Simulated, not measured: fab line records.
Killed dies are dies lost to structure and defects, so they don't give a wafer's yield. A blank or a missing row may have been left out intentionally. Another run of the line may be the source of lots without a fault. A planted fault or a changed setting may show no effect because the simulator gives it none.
Problem report in the 8D (eight disciplines) form, filled by code -- flow sky130 -- the parts of the form that need people (team, actions taken, sign-off) are left out

## 1. WHAT WENT WRONG
Wafers without a fault read 64.8 s, standard deviation 2.7; time-to-endpoint-s at SKY_VIA1_CMP_24 reads a mean of 34.0 s on 2 wafers belonging to 2 lots. That puts it -11 standard deviations away from the usual mean.
The step: polishes, stops on SiO2, t overpolish 15 s, target thk 0 nm.
The first sign was on wafer L154.2 at day 38 22:44, on cmp-02. The record holds 18 wafers of 6 lots with a number at this step. By rule, "out" or "out of limits" means more than 4 standard deviations away from the usual mean. The rest of the wafers with a number are treated as sound.

## 2. WHAT IT IS, WHAT IT ISN'T
question,is,is not
which readings at this step,time-to-endpoint-s,overpolish-run-s
which lots,"L154, L155","L143, L145, L162, L163"
which wafers of those lots,"L154.2, L155.4","L154.4, L154.6, L155.1, L155.3"
read on which tools,cmp-02,cmp-01
when,from day 38 22:44,"up to then (8 sound wafers); but 8 sound wafers of L155, L162, L163 came after"

## 3. THE SUSPECTS, EACH WITH WHAT RULES IT OUT
Counting: if a tool at a process step up to the reading ran every lot that is out, it stays a suspect. Sound lots after the first of them don't rule it out here, since some wafers of a struck lot are sound.
- cmp-02 at SKY_VIA1_CMP_24 (polishes, stops on SiO2, t overpolish 15 s, target thk 0 nm): kept. Every lot that is out went through it, the first being L154 (day 38 22:44); the last sound lot it ran before that was L143 (day 34 11:05). Its own readings are out on those wafers: time-to-endpoint-s.
- At SKY_VIA1_CMP_24, inside cmp-02: chamber 1 took the wafers that are out, while their sound lot-mates went through chambers 0, 2, 3.
Left after counting: cmp-02 at SKY_VIA1_CMP_24.

## 4. THE CAUSE (what the simulator had put in)
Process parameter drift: cmp-02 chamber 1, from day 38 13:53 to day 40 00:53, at SKY_VIA1_CMP_24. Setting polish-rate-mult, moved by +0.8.
Only this tool survived the counting.

## 5. THE EFFECT CHAIN, in route order
Rows list readings where the struck wafers' mean (over those with a number) sits beyond 3 standard deviations from the usual. Scope: only readings with a usual standard deviation given in the record; hours: median across lots of the time from each lot's start at the first step in this table that gives one to its start at this step; sigmas: change in usual standard deviations.
hours,step,reading,usual,on struck wafers,change,sigmas
0,SKY_VIA1_CMP_24,time-to-endpoint-s,64.8 s,34.0,-30.8,-11
Process steps it contains:
- SKY_VIA1_CMP_24: polishes, stops on SiO2, t overpolish 15 s, target thk 0 nm.
Later measuring or inspecting steps at which every struck wafer that the step has a row for has a number for every such reading, and none has moved that far: SKY_METAL2_RS_MEAS_05, SKY_METAL2_THK_MEAS_06, SKY_METAL2_CD_MEAS_15, SKY_METAL2_OVL_MEAS_16.

## 6. WHAT WOULD HAVE CAUGHT IT SOONER
In this record no reading fell out of limits until day 38 22:44, 9 hours after the fault had begun at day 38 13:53.
